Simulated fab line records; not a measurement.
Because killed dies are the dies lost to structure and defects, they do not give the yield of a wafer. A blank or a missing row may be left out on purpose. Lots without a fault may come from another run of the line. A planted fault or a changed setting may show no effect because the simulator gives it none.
fab line records	flow sky130
record lots=7	wafers=18	lastDay=50
route steps=708 shown VT_ADJUST_LVTN@109 VT_ADJUST_NCORE@119
lots that met no fault: from a run of the same line without faults
startH: hours from the record's first day to the start of the lot's first wafer shown	waitH: hours elapsed since this lot's preceding step	" unchanged from the row above	L1.1+2: one row covering several wafers at once	- no value present, or no start provided	* or withheld: withheld	< > ~ a bound
route shown NAME@n: a module of which the file shows steps, and the number in the route of the first	usual: mean/standard deviation of fault-free wafers	same: alike in all rows	chamber/n: place in a boat	sites: each site's reading	_std_site: the values' standard deviation	_edge_site: outer sites' mean less inner sites'	radiusMm: how far each site lies from the wafer's centre	mask NAME#n: copy n	behind: the tool/chamber that last shaped the wafer	hold: reason for holding the lot/hours on hold/outcome of the hold	device: the transistor (n, p or np) that didn't switch	end of line: the same wafers' tests at the end of the route	for a step that has no rows: nothing shown but its recipe	killed: the dies lost at the first sort to structure and to defects; this is not the yield of the wafer	map: the dies of a wafer, with x for killed, . for not killed, _ for no die there
set.NAME: the run value of the setting; set.NAME@STEP: its run value at that earlier step	model.NAME: the simulator's own value behind a step, which no gauge read
lots at some steps of the route; a table a step, a row a wafer
services: a tool's chamber out of use, with start hour (startH, from the record's first day; less than 0 if before it), hours out, and reason
## steps
# step SKY_VT_ADJUST_LVTN_HMDS_12
# recipe primeTimeS=60	primeTempC=120
# step SKY_VT_ADJUST_LVTN_COAT_13
# recipe resist=NOVOLAK	spinRpm=3000	resistThkNm=1140
# step SKY_VT_ADJUST_LVTN_SOFTBAKE_14
# recipe tempC=90	timeS=60	resist=NOVOLAK
# step SKY_VT_ADJUST_LVTN_EXPOSE_15
# recipe maskId=HVN_STD_DERIVED	na=0.6	sourceShape=conventional	sigmaOuter=0.6	polarization=unpolarized	targetCdNm=600	doseMj=163
# step SKY_VT_ADJUST_LVTN_PEB_16
# recipe tempC=withheld	timeS=*	resist=NOVOLAK
# step SKY_VT_ADJUST_LVTN_DEVELOP_17
# recipe resist=NOVOLAK	developer=TMAH	developTimeS=60	devTempC=23
# step SKY_VT_ADJUST_LVTN_OVL_MEAS_18
# usual VT_ADJUST_LVTN_01_OVL=0.1/1.4
lot.wafer	tool	chamber	startH	waitH	VT_ADJUST_LVTN_01_OVL[nm]
L252.2	overlay-02	-	176.95	0.1	0.4
L252.3	"	-	"	"	-0.8
L252.5	"	-	"	"	-0.7
L258.1	overlay-02	-	214.09	0.1	2.7
L258.3	"	-	"	"	4.2
L261.1	overlay-01	-	236.02	0.1	1.1
L261.4	"	-	"	"	0.0
L263.3	overlay-02	-	253.93	0.1	-1.5
L263.5	"	-	"	"	-1.1
L266.1	overlay-01	-	270.57	0.1	0.4
L266.2	"	-	"	"	-0.2
L266.6	"	-	"	"	0.2
L268.1	overlay-01	-	288.12	0.1	2.4
L268.2	"	-	"	"	1.2
L268.4	"	-	"	"	0.9
L270.1	overlay-01	-	303.28	0.1	-0.5
L270.2	"	-	"	"	-0.6
L270.3	"	-	"	"	0.5
# step SKY_VT_ADJUST_LVTN_IMPLANT_19
# recipe species=B	energyKev=30	doseCm2=6.5e+11	tiltDeg=withheld
# step SKY_VT_ADJUST_LVTN_STRIP_20
# recipe chemistry=O2/N2	powerW=1400	pressureMtorr=1500	platenTempC=withheld	o2FlowSccm=3000	n2FlowSccm=300	overashFraction=0.5
# usual drypumpMotorCurrentA=5.7/0.48	oesProductAu=0.715/0.0043	stripTimeToEndpointS=14.19/0.038
lot.wafer	tool	chamber	startH	waitH	drypumpMotorCurrentA	oesProductAu	rfHoursCounterH	stripTimeToEndpointS
L252.2	plasmaAsher-01	0	177.13	0.1	5.0	0.718	6	14.23
L252.3	"	0	"	"	5.0	0.716	-	14.21
L252.5	"	0	"	"	5.0	0.721	-	14.20
L258.1	plasmaAsher-04	0	214.28	0.1	6.4	0.707	50	14.26
L258.3	"	1	"	"	6.1	0.713	-	14.26
L261.1	plasmaAsher-04	0	236.20	0.1	6.4	0.713	52	14.19
L261.4	"	0	"	"	6.4	0.712	-	14.21
L263.3	plasmaAsher-01	1	254.14	0.1	5.8	0.713	-	14.21
L263.5	"	0	"	"	5.0	0.723	-	14.17
L266.1	plasmaAsher-01	0	270.75	0.1	4.9	0.713	15	14.20
L266.2	"	1	"	"	5.9	0.715	15	14.21
L266.6	"	1	"	"	5.9	0.721	-	14.20
L268.1	plasmaAsher-01	1	288.30	0.1	5.8	0.709	17	14.15
L268.2	"	0	"	"	5.0	0.717	17	14.15
L268.4	"	0	"	"	5.0	0.718	-	14.15
L270.1	plasmaAsher-03	0	303.46	0.1	5.4	0.715	56	14.21
L270.2	"	1	"	"	6.2	0.719	56	14.26
L270.3	"	1	"	"	6.1	0.722	-	14.23
# step SKY_VT_ADJUST_LVTN_TW_MEAS_21
# usual VT_ADJUST_LVTN_2_TW=187.7/1.8
lot.wafer	tool	chamber	startH	waitH	VT_ADJUST_LVTN_2_TW
L252.2	filmMetro-02	-	177.24	0.1	189.1
L252.3	"	-	"	"	188.9
L252.5	"	-	"	"	189.8
L258.1	filmMetro-02	-	214.38	0.1	188.6
L258.3	"	-	"	"	189.9
L261.1	filmMetro-04	-	236.30	0.1	183.8
L261.4	"	-	"	"	184.3
L263.3	filmMetro-03	-	254.22	0.1	187.7
L263.5	"	-	"	"	188.6
L266.1	filmMetro-03	-	270.85	0.1	188.4
L266.2	"	-	"	"	187.1
L266.6	"	-	"	"	189.1
L268.1	filmMetro-04	-	288.40	0.1	186.1
L268.2	"	-	"	"	185.8
L268.4	"	-	"	"	186.8
L270.1	filmMetro-04	-	303.56	0.1	186.5
L270.2	"	-	"	"	186.3
L270.3	"	-	"	"	187.0
# step SKY_VT_ADJUST_NCORE_DEHYDRATE_00
# recipe tempC=200	timeS=60
# step SKY_VT_ADJUST_NCORE_HMDS_01
# recipe primeTimeS=60	primeTempC=120
# step SKY_VT_ADJUST_NCORE_COAT_02
# recipe resist=NOVOLAK	spinRpm=3000	resistThkNm=1140
# usual dispensePressureKPa=50/3.1
lot.wafer	tool	chamber	startH	waitH	dispensePressureKPa	model.NOVOLAK_of_VT_ADJUST_NCORE_COAT_02.thkNm
L252.2	lithoTrack-02	0	187.94	0.1	48	1139
L252.3	"	0	"	"	48	1140
L252.5	"	0	"	"	48	1140
L258.1	lithoTrack-02	0	225.12	0.1	48	1119
L258.3	"	0	"	"	48	1119
L261.1	lithoTrack-02	0	247.47	0.1	48	1123
L261.4	"	0	"	"	48	1138
L263.3	lithoTrack-02	0	265.92	0.1	48	1125
L263.5	"	0	"	"	48	1138
L266.1	lithoTrack-04	0	283.74	0.1	55	1140
L266.2	"	0	"	"	55	1138
L266.6	"	0	"	"	55	1142
L268.1	lithoTrack-04	0	299.79	0.1	55	1139
L268.2	"	0	"	"	55	1139
L268.4	"	0	"	"	55	1137
L270.1	lithoTrack-04	0	316.39	0.1	55	1138
L270.2	"	0	"	"	55	1135
L270.3	"	0	"	"	55	1139
# step SKY_VT_ADJUST_NCORE_SOFTBAKE_03
# recipe tempC=90	timeS=60	resist=NOVOLAK
# step SKY_VT_ADJUST_NCORE_EXPOSE_04
# recipe maskId=LVTN_COMPLEMENT_THIN	na=0.6	sourceShape=conventional	sigmaOuter=0.6	polarization=unpolarized	targetCdNm=380	doseMj=139
# step SKY_VT_ADJUST_NCORE_PEB_05
# recipe tempC=withheld	timeS=*	resist=NOVOLAK
# step SKY_VT_ADJUST_NCORE_DEVELOP_06
# recipe resist=NOVOLAK	developer=TMAH	developTimeS=60	devTempC=23
lot.wafer	tool	chamber	startH	waitH	model.NOVOLAK_of_VT_ADJUST_NCORE_COAT_02.thkNm
L252.2+3	lithoTrack-04	0	199.27	0.1	1139
L252.5	"	0	"	"	1140
L258.1	lithoTrack-04	0	236.79	0.1	1118
L258.3	"	0	"	"	1119
L261.1	lithoTrack-04	0	260.34	0.1	1122
L261.4	"	0	"	"	1138
L263.3	lithoTrack-02	0	278.27	0.1	1125
L263.5	"	0	"	"	1138
L266.1	lithoTrack-04	0	295.59	0.1	1140
L266.2	"	0	"	"	1138
L266.6	"	0	"	"	1142
L268.1+2	lithoTrack-02	0	313.22	0.1	1138
L268.4	"	0	"	"	1137
L270.1	lithoTrack-02	0	329.17	0.1	1137
L270.2	"	0	"	"	1134
L270.3	"	0	"	"	1138
# step SKY_VT_ADJUST_NCORE_CD_MEAS_07
# recipe targetCdNm=380
# usual cdNm=380.8/2.6
lot.wafer	tool	chamber	startH	waitH	cdNm
L252.2	cdSem-02	-	199.41	0.1	381.0
L252.3	"	-	"	"	381.7
L252.5	"	-	"	"	381.7
L258.1	cdSem-02	-	237.00	0.2	384.8
L258.3	"	-	"	"	383.4
L261.1	cdSem-02	-	260.49	0.1	380.2
L261.4	"	-	"	"	379.9
L263.3	cdSem-02	-	278.41	0.1	383.6
L263.5	"	-	"	"	381.1
L266.1	cdSem-01	-	295.74	0.1	381.2
L266.2	"	-	"	"	380.7
L266.6	"	-	"	"	379.8
L268.1	cdSem-02	-	313.37	0.1	378.3
L268.2	"	-	"	"	378.6
L268.4	"	-	"	"	379.9
L270.1	cdSem-02	-	329.32	0.1	383.8
L270.2	"	-	"	"	384.2
L270.3	"	-	"	"	385.4
# step SKY_VT_ADJUST_NCORE_OVL_MEAS_08
# usual VT_ADJUST_NCORE_OVL=0.0/1.3
lot.wafer	tool	chamber	startH	waitH	VT_ADJUST_NCORE_OVL[nm]
L252.2	overlay-02	-	199.52	0.1	0.8
L252.3	"	-	"	"	0.9
L252.5	"	-	"	"	-0.8
L258.1	overlay-02	-	237.12	0.1	1.5
L258.3	"	-	"	"	1.4
L261.1	overlay-02	-	260.61	0.1	-1.5
L261.4	"	-	"	"	-0.4
L263.3	overlay-01	-	278.50	0.1	0.8
L263.5	"	-	"	"	-0.6
L266.1	overlay-01	-	295.86	0.1	-0.2
L266.2	"	-	"	"	1.8
L266.6	"	-	"	"	-0.5
L268.1	overlay-02	-	313.49	0.1	0.4
L268.2	"	-	"	"	0.2
L268.4	"	-	"	"	0.2
L270.1	overlay-02	-	329.44	0.1	-2.5
L270.2	"	-	"	"	-0.9
L270.3	"	-	"	"	-0.8
# step SKY_VT_ADJUST_NCORE_IMPLANT_09
# recipe species=B	energyKev=10	doseCm2=2.4e+12	tiltDeg=withheld
# step SKY_VT_ADJUST_NCORE_STRIP_10
# recipe chemistry=O2/N2	powerW=1400	pressureMtorr=1500	platenTempC=withheld	o2FlowSccm=3000	n2FlowSccm=300	overashFraction=0.5
# usual drypumpMotorCurrentA=5.7/0.52	oesProductAu=0.715/0.0044	stripTimeToEndpointS=14.17/0.04
lot.wafer	tool	chamber	startH	waitH	drypumpMotorCurrentA	oesProductAu	rfHoursCounterH	stripTimeToEndpointS
L252.2	plasmaAsher-01	0	199.70	0.1	5.0	0.714	8	14.17
L252.3	"	0	"	"	5.0	0.714	-	14.16
L252.5	"	0	"	"	5.0	0.721	-	14.17
L258.1	plasmaAsher-01	1	237.30	0.1	5.8	0.716	12	13.94
L258.3	"	1	"	"	5.8	0.721	-	13.93
L261.1	plasmaAsher-01	0	260.80	0.1	5.0	0.718	14	13.96
L261.4	"	1	"	"	5.8	0.717	-	14.15
L263.3	plasmaAsher-04	0	278.70	0.1	6.4	0.727	-	14.00
L263.5	"	0	"	"	6.4	0.707	-	14.15
L266.1	plasmaAsher-02	1	296.05	0.1	5.2	0.709	49	14.20
L266.2	"	0	"	"	5.5	0.719	49	14.16
L266.6	"	0	"	"	5.5	0.717	-	14.20
L268.1	plasmaAsher-02	0	313.67	0.1	5.5	0.718	50	14.17
L268.2	"	1	"	"	5.2	0.709	50	14.17
L268.4	"	1	"	"	5.2	0.722	-	14.14
L270.1	plasmaAsher-01	0	329.80	0.1	5.0	0.720	21	14.15
L270.2	"	1	"	"	5.9	0.709	21	14.11
L270.3	"	0	"	"	5.0	0.712	-	14.16
# step SKY_VT_ADJUST_NCORE_TW_MEAS_11
# usual VT_ADJUST_NCORE_TW=217.5/1.9
lot.wafer	tool	chamber	startH	waitH	VT_ADJUST_NCORE_TW
L252.2	filmMetro-04	-	199.81	0.1	216.1
L252.3	"	-	"	"	216.5
L252.5	"	-	"	"	215.5
L258.1	filmMetro-01	-	237.40	0.1	218.8
L258.3	"	-	"	"	219.3
L261.1	filmMetro-04	-	260.90	0.1	215.3
L261.4	"	-	"	"	214.4
L263.3	filmMetro-03	-	278.79	0.1	219.1
L263.5	"	-	"	"	219.5
L266.1	filmMetro-04	-	296.23	0.1	217.9
L266.2	"	-	"	"	218.4
L266.6	"	-	"	"	218.1
L268.1	filmMetro-04	-	313.77	0.1	215.8
L268.2	"	-	"	"	216.7
L268.4	"	-	"	"	215.9
L270.1	filmMetro-04	-	329.90	0.1	217.0
L270.2	"	-	"	"	216.2
L270.3	"	-	"	"	216.0
## services
tool	chamber	startH	hours	kind
plasmaAsher-02	-	181.92	0.7	repair
plasmaAsher-02	-	197.13	12.9	repair
plasmaAsher-04	-	286.22	1.8	repair
plasmaAsher-02	-	321.93	0.7	repair
## key
firstSign step=SKY_VT_ADJUST_NCORE_STRIP_10	reading=stripTimeToEndpointS	direction=down	sigmas=5.2	usual=*	struck=*
effect none on later readings
modelEffect step=SKY_VT_ADJUST_NCORE_COAT_02	value=NOVOLAK_of_VT_ADJUST_NCORE_COAT_02.thkNm	without=1135	struck=1121
modelEffect step=SKY_VT_ADJUST_NCORE_DEVELOP_06	value=NOVOLAK_of_VT_ADJUST_NCORE_COAT_02.thkNm	without=1135	struck=1121
metAt SKY_VT_ADJUST_NCORE_COAT_02
struckWafers L258.1,L258.3,L261.1,L263.3
testerLeftOut L258,L261,L263
onsetBetween 187.94 225.12
fault kind=processParameterDrift	tool=lithoTrack-02	chamber=-	onsetH=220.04	steps=SKY_VT_ADJUST_NCORE_COAT_02	channel=resistThkNm	offset=-13.877	shape=step	endH=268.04	scope=struckWafersOnly	actsIn=theseRecipesOnly	stated=1140
# testerLeftOut: of these lots the tester's yield and bins aren't shown, on N5 and GAA mostly nor the transistor test; their killed dies are dies lost to structure and defects alone, not to doping, threshold or leakage, so they don't give the yield
